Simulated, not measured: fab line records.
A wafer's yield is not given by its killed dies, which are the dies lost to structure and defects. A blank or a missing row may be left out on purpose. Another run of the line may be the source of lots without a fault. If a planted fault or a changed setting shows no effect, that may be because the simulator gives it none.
fab line records -- flow gf180mcu
record lots=13, wafers=39, lastDay=34
route steps=602 shown HV_LDD@212 V3@432
lots untouched by any fault: they come from a run of this same line in which no faults occurred
startH: hours from the record's opening day to when the first of the lot's shown wafers began -- waitH: hours elapsed since this lot's preceding step -- " unchanged from the row above -- L1.1+2: a row that stands for several wafers -- - either no value or no given start -- * or withheld: withheld -- < > ~ a bound
route shown NAME@n: a module of which the file shows steps, and the number in the route of the first -- usual: mean/standard deviation of fault-free wafers -- same: alike in all rows -- chamber/n: place in a boat -- sites: each site's reading -- _std_site: their standard deviation -- _edge_site: the outer-site mean with the inner-site mean subtracted -- radiusMm: for every site, how far away it sits from the centre of the wafer -- mask NAME#n: copy n -- behind: the tool/chamber that last shaped the wafer -- hold: what put the lot on hold/how long, in hours/how the hold closed -- device: whichever transistor did not switch (one of n, p or np) -- end of line: at the end of the route, the tests of the same wafers -- step lacking rows: just its recipe -- killed: at the first sort, the dies lost to defects and structure; wafer yield is something else -- map: dies across one wafer; x = killed, . = not, _ = none there
set.NAME: the setting as run; set.NAME@STEP: as run at that earlier step -- model.NAME: the simulator's own value behind a step, which no gauge read
one table for each step of the route and one row for each wafer, over a sample of lots
services: when a tool's chamber went out of use (startH, in hours from the record's first day, below 0 if earlier), for how many hours, and the reason
## steps
# step GF_HV_LDD_IMPLANT_36
# recipe species=P, energyKev=60, doseCm2=7.5e+12, tiltDeg=30, rotationDeg=270
# usual beamOnS=10.00/0.22, doseIonsCm2=7.501e+12/7.3e+09, faradayCurrentUA=42.3/0.94
lot.wafer,tool,chamber,startH,waitH,beamOnS,doseIonsCm2,faradayCurrentUA
L465.1,implanter-03,0,256.89,0.1,9.98,7.5e+12,42.4
L465.4,implanter-03,0,256.89,0.1,10.26,7.498e+12,41.3
L465.5,implanter-03,0,256.89,0.1,9.76,7.503e+12,43.5
L466.1,implanter-02,0,261.16,0.1,10.35,7.503e+12,40.8
L466.2,implanter-02,0,261.16,0.1,9.92,7.499e+12,42.6
L466.3,implanter-02,0,261.16,0.1,10.00,7.502e+12,42.3
L467.1,implanter-02,0,275.35,0.1,9.95,7.505e+12,42.3
L467.3,implanter-02,0,275.35,0.1,9.76,7.485e+12,43.2
L467.5,implanter-02,0,275.35,0.1,9.66,7.488e+12,43.8
L468.2,implanter-01,0,283.08,0.1,9.78,7.504e+12,43.2
L468.3,implanter-01,0,283.08,0.1,10.09,7.501e+12,41.7
L468.5,implanter-01,0,283.08,0.1,9.58,7.497e+12,44.2
L469.1,implanter-03,0,285.91,0.1,9.92,7.5e+12,42.6
L469.3,implanter-03,0,285.91,0.1,9.80,7.491e+12,43.1
L469.5,implanter-03,0,285.91,0.1,10.05,7.5e+12,42.4
L470.1,implanter-03,0,294.84,0.1,10.10,7.493e+12,41.9
L470.2,implanter-03,0,294.84,0.1,9.93,7.492e+12,42.7
L470.3,implanter-03,0,294.84,0.1,10.26,7.495e+12,41.2
L471.1,implanter-01,0,306.26,0.1,9.92,7.493e+12,42.6
L471.2,implanter-01,0,306.26,0.1,9.95,7.499e+12,42.4
L471.5,implanter-01,0,306.26,0.1,10.41,7.497e+12,40.4
L472.1,implanter-03,0,311.15,0.1,10.07,7.5e+12,42.1
L472.3,implanter-03,0,311.15,0.1,10.08,7.502e+12,42.1
L472.5,implanter-03,0,311.15,0.1,9.50,7.503e+12,44.3
L481.1,implanter-03,0,380.19,0.1,10.18,8.095e+12,45.0
L481.4,implanter-03,0,380.19,0.1,10.19,8.099e+12,44.6
L481.6,implanter-03,0,380.19,0.1,10.19,8.088e+12,44.7
L482.2,implanter-03,0,389.33,0.1,9.99,8.075e+12,45.6
L482.3,implanter-03,0,389.33,0.1,10.24,8.083e+12,44.6
L482.6,implanter-03,0,389.33,0.1,9.72,8.091e+12,47.1
L483.1,implanter-01,0,393.21,0.1,10.02,7.498e+12,42.1
L483.3,implanter-01,0,393.21,0.1,9.95,7.501e+12,42.5
L483.6,implanter-01,0,393.21,0.1,10.02,7.498e+12,42.2
L484.1,implanter-01,0,405.59,0.1,10.12,7.502e+12,41.8
L484.2,implanter-01,0,405.59,0.1,9.87,7.498e+12,42.8
L484.5,implanter-01,0,405.59,0.1,10.35,7.486e+12,40.9
L487.3,implanter-02,0,430.29,0.1,10.12,7.499e+12,41.8
L487.5,implanter-02,0,430.29,0.1,9.77,7.504e+12,43.3
L487.6,implanter-02,0,430.29,0.1,9.81,7.494e+12,43.2
# step GF_V3_THK_MEAS_03
# recipe reads=SiO2_of_V3_CVD_02
# usual V3_CVD_02_THK=848/12
lot.wafer,tool,chamber,startH,waitH,V3_CVD_02_THK[nm]
L465.1,filmMetro-03,-,493.11,0.0,831
L465.4,filmMetro-03,-,493.11,0.0,853
L465.5,filmMetro-03,-,493.11,0.0,873
L466.1,filmMetro-02,-,500.18,0.0,857
L466.2,filmMetro-02,-,500.18,0.0,843
L466.3,filmMetro-02,-,500.18,0.0,849
L467.1,filmMetro-03,-,518.15,0.1,839
L467.3,filmMetro-03,-,518.15,0.1,850
L467.5,filmMetro-03,-,518.15,0.1,851
L468.2,filmMetro-01,-,524.25,0.0,852
L468.3,filmMetro-01,-,524.25,0.0,848
L468.5,filmMetro-01,-,524.25,0.0,850
L469.1,filmMetro-02,-,529.42,0.0,834
L469.3,filmMetro-02,-,529.42,0.0,828
L469.5,filmMetro-02,-,529.42,0.0,858
L470.1,filmMetro-03,-,536.74,0.0,839
L470.2,filmMetro-03,-,536.74,0.0,838
L470.3,filmMetro-03,-,536.74,0.0,846
L471.1,filmMetro-02,-,550.90,0.0,837
L471.2,filmMetro-02,-,550.90,0.0,849
L471.5,filmMetro-02,-,550.90,0.0,849
L472.1,filmMetro-02,-,554.30,0.0,843
L472.3,filmMetro-02,-,554.30,0.0,846
L472.5,filmMetro-02,-,554.30,0.0,859
L481.1,filmMetro-03,-,624.79,0.0,829
L481.4,filmMetro-03,-,624.79,0.0,846
L481.6,filmMetro-03,-,624.79,0.0,850
L482.2,filmMetro-01,-,632.22,0.0,831
L482.3,filmMetro-01,-,632.22,0.0,859
L482.6,filmMetro-01,-,632.22,0.0,862
L483.1,filmMetro-01,-,638.53,0.0,835
L483.3,filmMetro-01,-,638.53,0.0,830
L483.6,filmMetro-01,-,638.53,0.0,840
L484.1,filmMetro-01,-,647.76,0.0,841
L484.2,filmMetro-01,-,647.76,0.0,841
L484.5,filmMetro-01,-,647.76,0.0,848
L487.3,filmMetro-01,-,665.87,0.1,835
L487.5,filmMetro-01,-,665.87,0.1,844
L487.6,filmMetro-01,-,665.87,0.1,851
# step GF_V3_STRIP_18
# recipe chemistry=O2/N2, powerW=1400, pressureMtorr=1500, platenTempC=250, o2FlowSccm=3000, n2FlowSccm=300, overashFraction=0.5
# usual drypumpMotorCurrentA=5.8/0.52, heaterPowerW=333/32, oesProductAu=0.592/0.0053
# same overashFraction=0.5
lot.wafer,tool,chamber,startH,waitH,drypumpMotorCurrentA,heaterPowerW,oesProductAu,rfHoursCounterH
L465.1,plasmaAsher-02,0,517.37,-,6.2,342,0.597,43
L465.4,plasmaAsher-02,0,517.37,-,6.2,334,0.591,-
L465.5,plasmaAsher-02,0,517.37,-,6.2,347,0.600,-
L466.1,plasmaAsher-04,0,523.67,-,5.9,328,0.595,70
L466.2,plasmaAsher-04,1,523.67,-,6.6,294,0.594,70
L466.3,plasmaAsher-04,1,523.67,-,6.6,288,0.590,-
L467.1,plasmaAsher-02,1,541.37,-,5.2,316,0.590,47
L467.3,plasmaAsher-02,0,541.37,-,6.2,343,0.587,-
L467.5,plasmaAsher-02,0,541.37,-,6.2,344,0.595,-
L468.2,plasmaAsher-02,0,547.37,-,6.2,343,0.584,47
L468.3,plasmaAsher-02,1,547.37,-,5.2,321,0.591,-
L468.5,plasmaAsher-02,0,547.37,-,6.2,337,0.602,-
L469.1,plasmaAsher-02,1,553.26,-,5.2,320,0.592,48
L469.3,plasmaAsher-02,1,553.26,-,5.2,324,0.591,-
L469.5,plasmaAsher-02,0,553.26,-,6.2,333,0.598,-
L470.1,plasmaAsher-01,1,559.16,-,5.7,331,0.593,13
L470.2,plasmaAsher-01,0,559.16,-,5.1,416,0.591,13
L470.3,plasmaAsher-01,0,559.16,-,5.2,404,0.599,-
L471.1,plasmaAsher-01,1,573.76,-,5.7,322,0.591,15
L471.2,plasmaAsher-01,0,573.76,-,5.2,403,0.595,15
L471.5,plasmaAsher-01,1,573.76,-,5.7,321,0.596,-
L472.1,plasmaAsher-04,0,577.31,-,5.9,325,0.587,77
L472.3,plasmaAsher-04,1,577.31,-,6.6,297,0.587,-
L472.5,plasmaAsher-04,0,577.31,-,5.9,321,0.588,-
L481.1,plasmaAsher-01,1,645.41,-,5.7,331,0.590,24
L481.4,plasmaAsher-01,1,645.41,-,5.7,323,0.590,-
L481.6,plasmaAsher-01,1,645.41,-,5.7,327,0.591,-
L482.2,plasmaAsher-01,0,652.41,-,5.2,419,0.592,25
L482.3,plasmaAsher-01,0,652.41,-,5.1,414,0.590,-
L482.6,plasmaAsher-01,0,652.41,-,5.1,417,0.599,-
L483.1,plasmaAsher-02,0,659.41,-,6.2,347,0.584,54
L483.3,plasmaAsher-02,1,659.41,-,5.2,320,0.591,-
L483.6,plasmaAsher-02,0,659.41,-,6.2,345,0.598,-
L484.1,plasmaAsher-02,1,667.92,-,5.2,318,0.588,55
L484.2,plasmaAsher-02,0,667.92,-,6.2,337,0.587,55
L484.5,plasmaAsher-02,1,667.92,-,5.2,322,0.589,-
L487.3,plasmaAsher-02,0,685.42,-,6.2,349,0.600,-
L487.5,plasmaAsher-02,1,685.42,-,5.2,323,0.589,-
L487.6,plasmaAsher-02,0,685.42,-,6.2,338,0.586,-
# step GF_V3_CMP_26
# recipe stopOn=SiO2, downForcePsi=3.5, platenRpm=60, tOverpolishS=15, targetThkNm=0, padVelocityMS=0.94248
# usual motorCurrentA=11.1/1.1, overpolishRunS=15.000/0.0086, platenRpm=60.00/0.042, slurryFilterDpKPa=13.51/0.14, timeToEndpointS=88/3.6
lot.wafer,tool,chamber,startH,waitH,motorCurrentA,overpolishRunS,platenRpm,slurryFilterDpKPa,timeToEndpointS
L465.1,cmp-02,3,518.56,0.3,9.3,15.012,60.00,13.56,90
L465.4,cmp-02,0,518.56,0.3,10.2,14.992,59.99,13.75,85
L465.5,cmp-02,2,518.56,0.3,10.8,15.005,60.03,13.57,90
L466.3,cmp-02,3,524.60,0.0,9.3,15.007,59.99,13.46,91
L466.2,cmp-02,0,524.60,0.0,10.4,14.996,59.99,13.41,93
L466.1,cmp-02,1,524.60,0.0,12.7,15.004,59.94,13.51,88
L467.3,cmp-01,2,542.45,0.0,11.1,14.995,60.04,13.49,87
L467.1,cmp-01,1,542.45,0.0,9.8,15.001,60.02,13.44,87
L467.5,cmp-01,2,542.45,0.0,11.4,15.000,59.97,13.35,90
L468.2,cmp-02,3,548.38,0.1,9.4,15.005,59.96,13.39,86
L468.3,cmp-02,1,548.38,0.1,11.4,14.993,60.00,13.46,88
L468.5,cmp-02,2,548.38,0.1,10.0,15.022,60.01,13.17,88
L469.1,cmp-01,0,554.19,0.1,12.6,14.999,60.01,13.35,87
L469.3,cmp-01,3,554.19,0.1,12.3,15.018,60.02,13.42,86
L469.5,cmp-01,1,554.19,0.1,9.8,14.985,59.98,13.72,86
L470.3,cmp-01,2,560.09,0.0,11.3,14.995,59.95,13.56,87
L470.2,cmp-01,3,560.09,0.0,12.1,15.004,60.02,13.26,86
L470.1,cmp-01,1,560.09,0.0,9.5,15.000,60.05,13.41,85
L471.2,cmp-01,1,574.79,0.1,9.8,14.983,60.06,13.72,89
L471.1,cmp-01,2,574.79,0.1,11.6,14.997,60.01,13.15,91
L471.5,cmp-01,3,574.79,0.1,12.7,14.993,60.00,13.54,92
L472.1,cmp-02,1,578.24,0.1,12.0,15.005,60.01,13.41,86
L472.3,cmp-02,2,578.24,0.1,10.3,14.992,60.02,13.55,89
L472.5,cmp-02,1,578.24,0.1,12.0,14.997,60.03,13.67,86
L481.1,cmp-02,3,646.34,0.1,9.5,14.999,60.03,13.75,98
L481.4,cmp-02,0,646.34,0.1,11.2,14.998,60.00,13.83,91
L481.6,cmp-02,0,646.34,0.1,10.3,14.983,59.97,13.49,96
L482.3,cmp-02,3,653.34,0.0,9.7,14.996,60.05,13.44,90
L482.2,cmp-02,1,653.34,0.0,12.0,14.997,60.02,13.61,88
L482.6,cmp-02,0,653.34,0.0,9.7,15.016,60.02,13.53,86
L483.1,cmp-02,2,660.39,0.1,10.2,15.005,60.01,13.57,92
L483.3,cmp-02,3,660.39,0.1,9.1,14.992,59.95,13.36,93
L483.6,cmp-02,2,660.39,0.1,10.7,15.002,60.03,13.44,90
L484.1,cmp-02,1,668.94,0.1,12.5,15.005,60.20,13.46,85
L484.2,cmp-02,0,668.94,0.1,10.6,15.004,59.94,13.58,91
L484.5,cmp-02,1,668.94,0.1,12.2,14.993,60.07,13.41,87
L487.3,cmp-01,3,686.37,0.1,12.5,15.002,60.01,13.58,87
L487.6,cmp-01,2,686.37,0.1,10.9,14.995,60.05,13.55,91
L487.5,cmp-01,3,686.37,0.1,12.4,14.987,60.01,13.34,84
## services
tool,chamber,startH,hours,kind
plasmaAsher-02,-,238.25,0.7,repair
implanter-03,-,239.11,2.2,repair
cmp-02,-,252.75,0.2,repair
cmp-02,-,264.77,0.2,repair
cmp-02,-,281.52,0.3,repair
plasmaAsher-02,-,307.55,3.5,repair
implanter-03,-,308.21,0.9,repair
cmp-01,-,367.53,0.8,repair
cmp-02,-,373.33,7.2,pm
cmp-02,-,380.54,9.7,pm
cmp-01,-,384.75,0.4,repair
implanter-03,-,394.87,2.9,repair
plasmaAsher-02,-,401.51,0.4,repair
implanter-03,-,470.21,6.8,repair
cmp-02,-,485.80,0.7,repair
cmp-02,-,502.87,0.2,repair
plasmaAsher-02,-,509.19,0.5,repair
plasmaAsher-02,-,563.75,14.6,pm
cmp-02,-,572.05,4.0,pm
plasmaAsher-02,-,582.08,3.6,repair
plasmaAsher-02,-,586.38,8.7,repair
plasmaAsher-02,-,588.56,0.6,repair
plasmaAsher-02,-,630.87,28.1,pm
implanter-03,-,658.17,1.6,repair
## key
firstSign step=GF_HV_LDD_IMPLANT_36, reading=doseIonsCm2, direction=up, sigmas=80, usual=7.501e+12, struck=8.089e+12
effect step=GF_HV_LDD_IMPLANT_36, reading=faradayCurrentUA, direction=up, sigmas=3.1, usual=42.3, struck=45.3
metAt GF_HV_LDD_IMPLANT_36
struckLots L481,L482
testerLeftOut L481,L482
notActingAt GF_V3_THK_MEAS_03,GF_V3_STRIP_18,GF_V3_CMP_26
onsetBetween 311.15 380.19
fault kind=processParameterDrift, tool=implanter-03, chamber=-, onsetH=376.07, steps=GF_HV_LDD_IMPLANT_36, channel=doseCm2, offset=5.8273e+11, shape=step, endH=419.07, actsIn=theseRecipesOnly, stated=7.5e+12
# testerLeftOut: of these lots the tester's yield and bins aren't shown, on N5 and GAA mostly nor the transistor test; their killed dies are dies lost to structure and defects alone, not to doping, threshold or leakage, so they don't give the yield
